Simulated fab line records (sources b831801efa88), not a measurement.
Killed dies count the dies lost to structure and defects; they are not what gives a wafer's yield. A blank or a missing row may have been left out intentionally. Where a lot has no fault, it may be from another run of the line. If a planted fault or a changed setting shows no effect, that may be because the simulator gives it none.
Which tool did it?    flow gf180mcu    Sampling: 6 lots, 18 wafers, 2 of 602 route steps

== WHAT THE GAUGES READ, wafer by wafer ==
GF_VT_IMPLANT_RS_MEAS_49: measures by four-point-probe.
lot   measured      on             MVPSD_RS (ohm/sq)
L979  day 8 11:01   film-metro-03  1166.9 1167.3 1168.5
L981  day 8 22:47   film-metro-04  1168.3 1166.0 1167.0
L985  day 10 05:28  film-metro-01  1173.0 1170.6 1171.6
L987  day 10 20:13  film-metro-04  1173.3 1170.4 1173.4
L989  day 11 06:19  film-metro-03  1168.4 1164.8 1167.8
L998  day 13 18:11  film-metro-04  1168.6 1169.3 1172.6

== EACH LOT AND THE TOOL THAT RAN IT (in order: tool; ch and the chambers of the sampled wafers; start) ==
lot   GF_MVPSD_IMPLANT_09
L979  implanter-03 ch 0, day 5 19:22
L981  implanter-03 ch 0, day 6 05:42
L985  implanter-04 ch 0, day 7 09:01
L987  implanter-01 ch 0, day 7 21:16
L989  implanter-03 ch 0, day 8 07:40
L998  implanter-01 ch 0, day 10 11:49
- GF_MVPSD_IMPLANT_09

== THE ANSWER, worked out from the rows above alone ==
Rule: what is usual is taken from the lots themselves. Put in order of their means at a reading, lots are off if they are a third of the lots or fewer, leave a main group of 4 or more, and stand apart from it by a gap of 3 or more times the standard deviation of the main group's means; of several such gaps the widest counts. A main group is skipped when, at the precision printed for the reading in the tables above, its means are all equal. A lot without any number at a reading at which 4 lots or more have one is off too. The other lots that the step has rows for count as sound.
Across all readings shown, no lot is off: no conclusion can be drawn from this.

== WHAT THE SIMULATOR HAD PUT IN ==
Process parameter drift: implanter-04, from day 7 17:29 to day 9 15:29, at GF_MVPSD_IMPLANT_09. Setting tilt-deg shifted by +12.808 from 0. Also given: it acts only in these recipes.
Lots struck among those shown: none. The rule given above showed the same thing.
